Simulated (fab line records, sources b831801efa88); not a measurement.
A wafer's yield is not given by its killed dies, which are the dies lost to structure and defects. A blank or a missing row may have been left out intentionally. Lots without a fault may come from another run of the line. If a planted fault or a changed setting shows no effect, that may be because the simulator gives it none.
Matching of chambers + flow gf180mcu + GF_V1_ETCH_16 on rieDiel-03: 4 sister chambers
The step etches BARC in N2/H2. 14 wafers are shown with their chamber, then 7 later ones without.

== WAFERS PAIRED WITH THEIR CHAMBERS ==
| wafer  | chamber | drypumpMotorCurrentA (A) | throttleValvePct (%) | oesProductAu (a.u.) |
|--------|---------|--------------------------|----------------------|---------------------|
| L866.1 | 3       | 5.9                      | 13.220               | 0.861               |
| L866.4 | 2       | 5.6                      | 13.219               | 0.856               |
| L866.6 | 2       | 5.6                      | 13.206               | 0.862               |
| L868.1 | 3       | 5.9                      | 13.211               | 0.855               |
| L868.5 | 2       | 5.5                      | 13.211               | 0.857               |
| L868.6 | 3       | 6.0                      | 13.224               | 0.858               |
| L869.2 | 3       | 5.9                      | 13.222               | 0.857               |
| L869.5 | 3       | 5.9                      | 13.237               | 0.851               |
| L869.6 | 0       | 5.6                      | 13.220               | 0.863               |
| L870.3 | 2       | 5.6                      | 13.225               | 0.855               |
| L870.4 | 0       | 5.6                      | 13.222               | 0.854               |
| L870.6 | 3       | 6.0                      | 13.220               | 0.850               |
| L885.2 | 1       | 5.4                      | 13.219               | 0.857               |
| L885.3 | 3       | 5.9                      | 13.230               | 0.848               |

SIGNATURES, as means of the wafers listed above
| reading              | chamber 0 | chamber 1 | chamber 2 | chamber 3 | scatter within a chamber |
|----------------------|-----------|-----------|-----------|-----------|--------------------------|
| drypumpMotorCurrentA | 5.600     | 5.400     | 5.575     | 5.929     | 0.0467                   |
| throttleValvePct     | 13.22100  | 13.21900  | 13.21525  | 13.22343  | 0.00789                  |
| oesProductAu         | 0.85850   | 0.85700   | 0.85750   | 0.85429   | 0.00453                  |
Rule: for each reading, subtract the chamber's mean from the wafer's reading, divide by that reading's scatter and square the result; add these up over the readings and take the root, which gives the wafer's distance from the chamber. If the next closest chamber is less than 2 further off than the closest, the wafer can't be placed; otherwise it belongs to the closest. The scatter: the root of (the sum of the squares of (reading less its chamber's mean) over the shown wafers, divided by (wafers less chambers)).

== WAFERS MISSING THEIR CHAMBER ==
| wafer  | drypumpMotorCurrentA (A) | throttleValvePct (%) | oesProductAu (a.u.) |
|--------|--------------------------|----------------------|---------------------|
| L885.5 | 5.4                      | 13.219               | 0.847               |
| L887.4 | 5.6                      | 13.232               | 0.854               |
| L887.5 | 5.4                      | 13.215               | 0.848               |
| L887.6 | 5.6                      | 13.221               | 0.855               |
| L889.1 | 5.9                      | 13.224               | 0.844               |
| L889.2 | 5.6                      | 13.221               | 0.853               |
| L889.3 | 5.5                      | 13.210               | 0.855               |

== WHICH CHAMBER EACH ONE RAN IN ==
| wafer  | from the rows above          | in truth |
|--------|------------------------------|----------|
| L885.5 | 1                            | 1        |
| L887.4 | can't be placed: 0 or 2      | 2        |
| L887.5 | 1                            | 1        |
| L887.6 | can't be placed: 0 or 2      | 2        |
| L889.1 | 3                            | 3        |
| L889.2 | can't be placed: 0 or 2      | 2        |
| L889.3 | can't be placed: 2 or 1 or 0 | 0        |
3 of 7 placed correctly. Cannot be placed on the basis of these rows: 4; the candidates contain the true chamber in 4. Number placed wrongly: 0.
